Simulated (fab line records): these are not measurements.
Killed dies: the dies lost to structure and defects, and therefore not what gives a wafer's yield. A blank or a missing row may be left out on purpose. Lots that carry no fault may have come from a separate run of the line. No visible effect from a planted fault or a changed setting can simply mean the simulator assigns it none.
Comparing a struck lot with a sound one || flow gf180mcu || 15 out of 602 route steps
Sound: wafers L446.2, L446.5, L446.6. Struck: wafers L444.1, L444.3, L444.4. The cause is named last.
At each step with rows: each side's tool, then ch and its chambers, then its first start. Under that, the readings that differ: sound wafers || struck wafers || difference of the means || sigmas: that difference in standard deviations of wafers without a fault.
alike: readings with means less than 2 such deviations apart, plus words and numbers identical on both sides. not compared: withheld readings, readings lacking a value on some wafer, bounds such as >300 that could conceal the same value, and numbers that have no deviation in the record and whose values overlap.
A row with sigmas, a row that says differs or no value, or rows on one side alone: a step with any of these is where the two part. Numbers that don't overlap but have no deviation are shown without sigmas and don't part them. A reading missing from all wafers of one side parts the sides only when that side holds two or more wafers.

first, 5 steps without rows for these wafers: GF_V2_COAT_09 (resist thk 1000 nm); GF_V2_SOFTBAKE_10 (time 60 s); GF_V2_EXPOSE_11 (exposes mask Via2, target cd 260 nm); GF_V2_PEB_12 (peb time 90 s); GF_V2_DEVELOP_13 (develop time 60 s).
GF_V2_CD_MEAS_14: target cd 260 nm.
  sound on cd_sem-02 at day 21 15:25; struck on cd_sem-02 at day 21 09:38
  alike: cd_nm
GF_V2_OVL_MEAS_15:
  sound on overlay-02 at day 21 15:31; struck on overlay-02 at day 21 09:46
  alike: V2_OVL
GF_V2_ETCH_16: etches BARC in N2/H2.
  sound on rie_diel-04 ch 1,2, day 21 15:32; struck on rie_diel-03 ch 0,1,2, day 21 09:47
  alike: bias_w, drypump_motor_current_A, oes_product_au, throttle_valve_pct
GF_V2_ETCH_17: etches SiO2 in C4F8/O2/Ar, stops on TiN, target depth 630 nm.
  sound: rie_diel-04 ch 1,2; struck: rie_diel-03 ch 0,1,2
  alike: bias_w, oes_product_au
GF_V2_STRIP_18: strips in O2/N2.
  sound on plasma_asher-02 ch 0,1, day 21 15:40; struck on plasma_asher-02 ch 0,1, day 21 09:55
  alike: drypump_motor_current_A, heater_power_w, oes_product_au
  not compared: rf_hours_counter_h
then, 2 steps without rows for these wafers: GF_V2_STRIP_19 (strips in post etch residue remover, time 1200 s); GF_V2_CLEAN_20 (cleans in DIW).
GF_V2_SPUTTER_21: material Ti, target thk 15 nm, time 80.02 s.
  sound on pvd_sputter-02 at day 21 16:13; struck on pvd_sputter-01 at day 21 10:29
  no value came back on the struck wafers for cathode_dc_power_W (W), chamber_pressure_pa (Pa), substrate_temp_c (C), throttle_valve_pct (%); on the sound wafers cathode_dc_power_W (W) reads 2499.2 2499.0 2500.3
GF_V2_SPUTTER_22: material TiN, target thk 10 nm, time 40 s.
  sound on pvd_sputter-02 at day 21 16:16; struck on pvd_sputter-01 at day 21 10:33
  alike: cathode_dc_power_W, chamber_pressure_pa, throttle_valve_pct
GF_V2_CVD_23: deposits W, target thk 350 nm, time 104.94 s.
  sound on cvd_w-02 ch 0,1, day 21 16:19; struck on cvd_w-01 ch 0,1, day 21 10:35
  alike: heater_power_outer_w, heater_power_w, susceptor_temp_C

## WHERE THEY PART
At GF_V2_SPUTTER_21 and nowhere else, as far as this record goes. Later steps at which nothing parts them and some readings are alike: GF_V2_SPUTTER_22, GF_V2_CVD_23.

WHY: the cause the simulator had injected
At GF_V2_SPUTTER_21, the step was skipped entirely on pvd_sputter-01 from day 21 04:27 on. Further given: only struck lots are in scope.
